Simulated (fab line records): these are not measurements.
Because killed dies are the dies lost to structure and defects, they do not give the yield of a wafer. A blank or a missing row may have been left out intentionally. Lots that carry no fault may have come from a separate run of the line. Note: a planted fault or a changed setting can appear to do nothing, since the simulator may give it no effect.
fab line records -- flow sky130
[record] lots = 13, wafers = 39, last-day = 50
route steps=708 shown FIELD_ISO@26 NWELL@76 VT_ADJUST_HVTP@92 VT_ADJUST_PCH@147
lots that met no fault: taken from a fault-free run of the same line
start-h: the number of hours between the record's first day and the start of the first shown wafer of the lot -- wait-h: hours elapsed since this lot's preceding step -- " the same as in the row above -- L1.1+2: a single row standing in for several wafers -- - value missing, or start not given -- * or withheld: withheld -- < > ~ a bound
route shown NAME@n: NAME is a module with steps in the file, n the number in the route of the first one -- usual: mean and standard deviation over wafers with no fault -- same: alike in all rows -- chamber/n: place in a boat -- sites: readings site by site -- _std_site: standard deviation of those values -- _edge_site: inner sites' mean taken away from outer sites' mean -- radius-mm: for every site, how far away it sits from the centre of the wafer -- mask NAME#n: copy n -- behind: tool/chamber where the wafer was last shaped -- hold: cause of the lot's hold/its duration in hours/its outcome -- device: the n, p or np transistor that did not switch -- end of line: the route-end tests of the same wafers -- a step with no rows: only its recipe -- killed: not the wafer's yield, but the dies lost to structure and defects at the first sort -- map: dies across one wafer; x = killed, . = not, _ = none there
set.NAME: setting as actually run; set.NAME@STEP: the setting as run at that earlier step -- model.NAME: the simulator's own value behind a step, which no gauge read
route steps across a sampled set of lots; one table per step, one row per wafer
services: from which hour (start-h, from the record's first day; less than 0 if before it) a tool's chamber was out of use, for how many hours, and why
[[steps]]
[step SKY_FIELD_ISO_THK_MEAS_25]
[recipe] reads = SiO2_of_FIELD_ISO_CVD_24
[usual] FIELD_ISO_CVD_24_THK = 597/7.7
lot.wafer,tool,chamber,start-h,wait-h,FIELD_ISO_CVD_24_THK[nm]
L816.1,film-metro-04,-,32.12,0.0,594
L816.3,film-metro-04,-,32.12,0.0,620
L816.4,film-metro-04,-,32.12,0.0,587
L817.3,film-metro-01,-,40.46,0.1,593
L817.4,film-metro-01,-,40.46,0.1,612
L817.6,film-metro-01,-,40.46,0.1,595
L818.3,film-metro-04,-,41.02,0.1,604
L818.4,film-metro-04,-,41.02,0.1,601
L818.6,film-metro-04,-,41.02,0.1,608
L819.4,film-metro-04,-,47.46,0.0,595
L819.5,film-metro-04,-,47.46,0.0,596
L819.6,film-metro-04,-,47.46,0.0,597
L820.4,film-metro-01,-,52.97,0.0,614
L820.5,film-metro-01,-,52.97,0.0,596
L820.6,film-metro-01,-,52.97,0.0,593
L821.2,film-metro-04,-,57.95,0.0,600
L821.4,film-metro-04,-,57.95,0.0,600
L821.6,film-metro-04,-,57.95,0.0,603
L823.1,film-metro-03,-,69.43,0.0,601
L823.4,film-metro-03,-,69.43,0.0,609
L823.5,film-metro-03,-,69.43,0.0,593
L828.2,film-metro-04,-,93.44,0.0,592
L828.4,film-metro-04,-,93.44,0.0,604
L828.6,film-metro-04,-,93.44,0.0,601
L829.1,film-metro-04,-,98.42,0.0,594
L829.2,film-metro-04,-,98.42,0.0,593
L829.4,film-metro-04,-,98.42,0.0,589
L831.1,film-metro-01,-,108.15,0.0,587
L831.4,film-metro-01,-,108.15,0.0,590
L831.6,film-metro-01,-,108.15,0.0,589
L833.3,film-metro-04,-,119.60,0.1,591
L833.4,film-metro-04,-,119.60,0.1,594
L833.6,film-metro-04,-,119.60,0.1,592
L834.1,film-metro-04,-,124.35,0.0,588
L834.4,film-metro-04,-,124.35,0.0,609
L834.6,film-metro-04,-,124.35,0.0,588
L839.2,film-metro-01,-,150.02,0.0,598
L839.3,film-metro-01,-,150.02,0.0,587
L839.5,film-metro-01,-,150.02,0.0,601
[step SKY_NWELL_OVL_MEAS_23]
[usual] NWELL_01_OVL = 0.0/1.5
lot.wafer,tool,chamber,start-h,wait-h,NWELL_01_OVL[nm]
L816.1,overlay-02,-,106.24,-,2.3
L816.3,overlay-02,-,106.24,-,1.8
L816.4,overlay-02,-,106.24,-,0.7
L818.3,overlay-01,-,114.05,-,3.1
L818.4,overlay-01,-,114.05,-,1.9
L818.6,overlay-01,-,114.05,-,0.2
L817.3,overlay-01,-,114.40,-,1.6
L817.4,overlay-01,-,114.40,-,0.3
L817.6,overlay-01,-,114.40,-,0.6
L819.4,overlay-02,-,121.47,-,-0.5
L819.5,overlay-02,-,121.47,-,-0.1
L819.6,overlay-02,-,121.47,-,-0.2
L820.4,overlay-01,-,127.25,-,0.0
L820.5,overlay-01,-,127.25,-,-1.6
L820.6,overlay-01,-,127.25,-,-1.5
L821.2,overlay-01,-,134.76,-,-2.0
L821.4,overlay-01,-,134.76,-,-0.7
L821.6,overlay-01,-,134.76,-,-1.8
L823.1,overlay-01,-,150.73,-,-0.2
L823.4,overlay-01,-,150.73,-,-2.0
L823.5,overlay-01,-,150.73,-,0.3
L828.2,overlay-01,-,176.60,-,0.0
L828.4,overlay-01,-,176.60,-,-2.4
L828.6,overlay-01,-,176.60,-,-2.0
L829.1,overlay-01,-,182.56,-,-1.8
L829.2,overlay-01,-,182.56,-,-0.8
L829.4,overlay-01,-,182.56,-,-0.5
L831.1,overlay-02,-,193.41,-,-0.7
L831.4,overlay-02,-,193.41,-,0.2
L831.6,overlay-02,-,193.41,-,2.1
L833.3,overlay-02,-,206.39,-,-0.3
L833.4,overlay-02,-,206.39,-,-1.0
L833.6,overlay-02,-,206.39,-,-1.1
L834.1,overlay-02,-,210.81,-,2.5
L834.4,overlay-02,-,210.81,-,3.2
L834.6,overlay-02,-,210.81,-,2.7
L839.2,overlay-02,-,242.31,-,0.0
L839.3,overlay-02,-,242.31,-,-2.0
L839.5,overlay-02,-,242.31,-,0.2
[step SKY_VT_ADJUST_HVTP_CD_MEAS_07]
[recipe] target-cd-nm = 380
[usual] cd-nm = 379.5/2.2
lot.wafer,tool,chamber,start-h,wait-h,cd-nm
L816.1,cd-sem-01,-,125.98,0.1,380.2
L816.3,cd-sem-01,-,125.98,0.1,377.5
L816.4,cd-sem-01,-,125.98,0.1,381.0
L818.3,cd-sem-02,-,133.67,0.1,378.1
L818.4,cd-sem-02,-,133.67,0.1,378.6
L818.6,cd-sem-02,-,133.67,0.1,377.2
L817.3,cd-sem-01,-,133.82,0.1,377.0
L817.4,cd-sem-01,-,133.82,0.1,379.5
L817.6,cd-sem-01,-,133.82,0.1,378.0
L819.4,cd-sem-01,-,140.89,0.1,385.5
L819.5,cd-sem-01,-,140.89,0.1,383.1
L819.6,cd-sem-01,-,140.89,0.1,382.6
L820.4,cd-sem-02,-,147.47,0.1,378.6
L820.5,cd-sem-02,-,147.47,0.1,381.1
L820.6,cd-sem-02,-,147.47,0.1,378.7
L821.2,cd-sem-01,-,155.13,0.1,377.3
L821.4,cd-sem-01,-,155.13,0.1,379.3
L821.6,cd-sem-01,-,155.13,0.1,378.8
L823.1,cd-sem-01,-,172.91,0.1,376.5
L823.4,cd-sem-01,-,172.91,0.1,377.1
L823.5,cd-sem-01,-,172.91,0.1,378.2
L828.2,cd-sem-02,-,198.05,0.1,380.3
L828.4,cd-sem-02,-,198.05,0.1,382.2
L828.6,cd-sem-02,-,198.05,0.1,380.3
L829.1,cd-sem-02,-,204.83,0.1,380.1
L829.2,cd-sem-02,-,204.83,0.1,382.7
L829.4,cd-sem-02,-,204.83,0.1,382.3
L831.1,cd-sem-01,-,216.35,0.1,379.5
L831.4,cd-sem-01,-,216.35,0.1,377.7
L831.6,cd-sem-01,-,216.35,0.1,379.9
L833.3,cd-sem-01,-,229.57,0.1,379.2
L833.4,cd-sem-01,-,229.57,0.1,379.2
L833.6,cd-sem-01,-,229.57,0.1,380.0
L834.1,cd-sem-01,-,233.85,0.2,380.6
L834.4,cd-sem-01,-,233.85,0.2,380.9
L834.6,cd-sem-01,-,233.85,0.2,379.6
L839.2,cd-sem-01,-,265.96,0.1,379.8
L839.3,cd-sem-01,-,265.96,0.1,381.8
L839.5,cd-sem-01,-,265.96,0.1,379.7
[step SKY_VT_ADJUST_PCH_EXPOSE_04]
[recipe] mask-id = NWM, na = 0.6, source-shape = conventional, sigma-outer = 0.6, polarization = unpolarized, target-cd-nm = 840, dose-mj = 255
[same] sigma-outer = 0.6
lot.wafer,tool,chamber,start-h,wait-h,mask
L816.1+3+4,iline-stepper-02,0,220.78,-,NWM#0
L818.3+4+6,iline-stepper-02,0,230.29,-,NWM#0
L817.3+4+6,iline-stepper-01,0,231.07,-,NWM#0
L819.4+5+6,iline-stepper-01,0,239.44,-,NWM#0
L820.4+5+6,iline-stepper-01,0,245.74,-,NWM#0
L821.2+4+6,iline-stepper-01,0,255.75,-,NWM#0
L823.1+4+5,iline-stepper-01,0,276.18,-,NWM#0
L828.2+4+6,iline-stepper-02,0,305.35,-,NWM#0
L829.1+2+4,iline-stepper-02,0,314.28,-,NWM#0
L831.1+4+6,iline-stepper-02,0,327.28,-,HVTRM#0
L833.3+4+6,iline-stepper-02,0,342.52,-,NWM#0
L834.1+4+6,iline-stepper-01,0,345.65,-,NWM#0
L839.2+3+5,iline-stepper-02,0,386.08,-,NWM#0
[step SKY_VT_ADJUST_PCH_OVL_MEAS_07]
[usual] VT_ADJUST_PCH_OVL = -0.4/2
lot.wafer,tool,chamber,start-h,wait-h,VT_ADJUST_PCH_OVL[nm]
L816.1,overlay-02,-,232.45,-,-3.0
L816.3,overlay-02,-,232.45,-,-2.6
L816.4,overlay-02,-,232.45,-,-3.1
L818.3,overlay-01,-,241.62,-,-4.2
L818.4,overlay-01,-,241.62,-,-3.3
L818.6,overlay-01,-,241.62,-,-2.6
L817.3,overlay-02,-,242.24,-,-0.3
L817.4,overlay-02,-,242.24,-,0.3
L817.6,overlay-02,-,242.24,-,-0.9
L819.4,overlay-01,-,250.75,-,2.4
L819.5,overlay-01,-,250.75,-,0.9
L819.6,overlay-01,-,250.75,-,0.8
L820.4,overlay-01,-,257.27,-,0.9
L820.5,overlay-01,-,257.27,-,0.1
L820.6,overlay-01,-,257.27,-,-1.2
L821.2,overlay-02,-,267.54,-,0.3
L821.4,overlay-02,-,267.54,-,1.0
L821.6,overlay-02,-,267.54,-,0.4
L823.1,overlay-02,-,288.43,-,3.9
L823.4,overlay-02,-,288.43,-,2.9
L823.5,overlay-02,-,288.43,-,3.8
L828.2,overlay-02,-,318.06,-,0.0
L828.4,overlay-02,-,318.06,-,-1.9
L828.6,overlay-02,-,318.06,-,-1.4
L829.1,overlay-02,-,326.93,-,-0.7
L829.2,overlay-02,-,326.93,-,-2.4
L829.4,overlay-02,-,326.93,-,1.9
L831.1,overlay-01,-,340.75,-,-
L831.4,overlay-01,-,340.75,-,-
L831.6,overlay-01,-,340.75,-,-
L833.3,overlay-02,-,356.34,-,-0.7
L833.4,overlay-02,-,356.34,-,-1.3
L833.6,overlay-02,-,356.34,-,0.2
L834.1,overlay-01,-,359.60,-,1.6
L834.4,overlay-01,-,359.60,-,-1.2
L834.6,overlay-01,-,359.60,-,-0.6
L839.2,overlay-02,-,400.49,-,-2.8
L839.3,overlay-02,-,400.49,-,-2.6
L839.5,overlay-02,-,400.49,-,-2.3
[step SKY_VT_ADJUST_PCH_TW_MEAS_10]
[usual] VT_ADJUST_PCH_TW = 142.2/0.74
lot.wafer,tool,chamber,start-h,wait-h,VT_ADJUST_PCH_TW
L816.1,film-metro-02,-,232.74,0.1,142.3
L816.3,film-metro-02,-,232.74,0.1,142.8
L816.4,film-metro-02,-,232.74,0.1,142.6
L818.3,film-metro-02,-,241.91,0.1,142.1
L818.4,film-metro-02,-,241.91,0.1,142.9
L818.6,film-metro-02,-,241.91,0.1,142.0
L817.3,film-metro-04,-,242.54,0.1,142.1
L817.4,film-metro-04,-,242.54,0.1,142.1
L817.6,film-metro-04,-,242.54,0.1,141.4
L819.4,film-metro-04,-,251.05,0.1,140.9
L819.5,film-metro-04,-,251.05,0.1,141.3
L819.6,film-metro-04,-,251.05,0.1,141.8
L820.4,film-metro-02,-,257.57,0.1,141.9
L820.5,film-metro-02,-,257.57,0.1,142.4
L820.6,film-metro-02,-,257.57,0.1,141.9
L821.2,film-metro-02,-,267.83,0.1,142.0
L821.4,film-metro-02,-,267.83,0.1,141.3
L821.6,film-metro-02,-,267.83,0.1,141.6
L823.1,film-metro-02,-,288.72,0.1,142.1
L823.4,film-metro-02,-,288.72,0.1,141.5
L823.5,film-metro-02,-,288.72,0.1,141.5
L828.2,film-metro-04,-,318.35,0.1,142.4
L828.4,film-metro-04,-,318.35,0.1,142.8
L828.6,film-metro-04,-,318.35,0.1,142.5
L829.1,film-metro-04,-,327.22,0.1,141.9
L829.2,film-metro-04,-,327.22,0.1,142.5
L829.4,film-metro-04,-,327.22,0.1,142.8
L831.1,film-metro-02,-,341.04,0.1,29.8
L831.4,film-metro-02,-,341.04,0.1,29.7
L831.6,film-metro-02,-,341.04,0.1,29.8
L833.3,film-metro-03,-,356.64,0.1,141.9
L833.4,film-metro-03,-,356.64,0.1,143.0
L833.6,film-metro-03,-,356.64,0.1,142.7
L834.1,film-metro-04,-,359.89,0.1,141.7
L834.4,film-metro-04,-,359.89,0.1,141.3
L834.6,film-metro-04,-,359.89,0.1,142.0
L839.2,film-metro-02,-,400.78,0.1,141.9
L839.3,film-metro-02,-,400.78,0.1,141.6
L839.5,film-metro-02,-,400.78,0.1,142.2
[[services]]
tool,chamber,start-h,hours,kind
iline-stepper-01,-,218.19,1.7,pm
iline-stepper-01,0,246.21,-,calibration
iline-stepper-02,-,278.83,8.4,repair
iline-stepper-02,-,291.55,3.1,repair
iline-stepper-01,-,299.54,8.2,repair
iline-stepper-02,-,316.38,1.7,pm
iline-stepper-02,0,384.14,-,calibration
[[key]]
[first-sign] step = SKY_VT_ADJUST_PCH_EXPOSE_04, reading = mask, direction = changed
[effect] step = SKY_VT_ADJUST_PCH_OVL_MEAS_07, reading = VT_ADJUST_PCH_OVL, direction = missing
[effect] step = SKY_VT_ADJUST_PCH_TW_MEAS_10, reading = VT_ADJUST_PCH_TW, direction = down, sigmas = 99+, usual = 142.2, struck = 29.8
met-at SKY_VT_ADJUST_PCH_EXPOSE_04
struck-lots L831
sort-left-out L831.1,L831.4,L831.6
tester-left-out L831
not-acting-at SKY_FIELD_ISO_THK_MEAS_25,SKY_NWELL_OVL_MEAS_23,SKY_VT_ADJUST_HVTP_CD_MEAS_07
onset-between 314.28 327.28
[fault] kind = wrong-mask, tool = any, chamber = -, onset-h = 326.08, steps = SKY_VT_ADJUST_PCH_EXPOSE_04, aux-copy = HVTRM#0, scope = struck-lots-only
// tester-left-out: of these lots the tester's yield and bins aren't shown, on N5 and GAA mostly nor the transistor test; their killed dies are dies lost to structure and defects alone, not to doping, threshold or leakage, so they don't give the yield
// sort-left-out: the simulated sort isn't trusted on such a fault, so these wafers' sort isn't shown, and their yield isn't known
